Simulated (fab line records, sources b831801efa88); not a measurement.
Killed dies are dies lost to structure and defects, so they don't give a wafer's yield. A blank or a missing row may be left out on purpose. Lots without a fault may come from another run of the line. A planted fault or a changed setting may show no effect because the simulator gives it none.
Chamber matching | flow sky130 | SKY_VIA3_CMP_02 on cmp-01: 4 sister chambers
The step polishes SiO2. 8 wafers are shown with their chamber, then 12 later ones without.

WAFERS WITH THEIR CHAMBER
wafer  | chamber | motor_current_A (A) | slurry_flow_ml_min
L086.4 | 3       | 14.1                | 150.5
L086.6 | 0       | 12.7                | 149.5
L085.1 | 0       | 12.3                | 150.2
L087.3 | 3       | 13.1                | 150.1
L087.4 | 2       | 13.7                | 149.8
L092.2 | 1       | 12.8                | 150.6
L092.5 | 1       | 12.5                | 150.4
L092.6 | 2       | 12.7                | 150.1

WAFERS WITHOUT THEIR CHAMBER
wafer  | motor_current_A (A) | slurry_flow_ml_min
L091.1 | 13.1                | 150.1
L091.3 | 12.3                | 149.6
L091.4 | 13.0                | 149.8
L093.1 | 12.8                | 149.9
L093.2 | 12.2                | 149.3
L093.4 | 13.3                | 149.9
L094.2 | 12.0                | 150.3
L094.3 | 12.8                | 149.8
L094.4 | 13.6                | 150.2
L097.2 | 12.1                | 149.5
L097.3 | 12.9                | 150.4
L097.4 | 13.7                | 149.5

WHICH CHAMBER EACH WENT THROUGH
wafer  | from the rows above               | in truth
L091.1 | can't be placed: 2 or 3 or 0 or 1 | 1
L091.3 | can't be placed: 0 or 2           | 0
L091.4 | can't be placed: 2 or 0 or 3 or 1 | 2
L093.1 | can't be placed: 0 or 2 or 1 or 3 | 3
L093.2 | can't be placed: 0 or 2           | 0
L093.4 | can't be placed: 2 or 3 or 0      | 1
L094.2 | can't be placed: 1 or 0 or 2 or 3 | 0
L094.3 | can't be placed: 0 or 2 or 3 or 1 | 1
L094.4 | can't be placed: 3 or 2 or 1      | 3
L097.2 | can't be placed: 0 or 2           | 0
L097.3 | can't be placed: 1 or 3 or 2 or 0 | 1
L097.4 | can't be placed: 2 or 0 or 3      | 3
Placed correctly: 0 of 12. Can't be placed from these rows: 12 (the true chamber is among the candidates in 11). Placed wrongly: 0.
How it was worked out, from the rows above alone: a wafer's distance from a chamber is the root of the sum, over the readings, of the square of ((its reading less the chamber's mean) divided by the reading's scatter). The wafer belongs to the nearest chamber; if the next one is less than 2 further off, it can't be placed. A chamber's mean is the mean of its shown wafers. The scatter: the root of (the sum of the squares of (reading less its chamber's mean) over the shown wafers, divided by (wafers less chambers)).
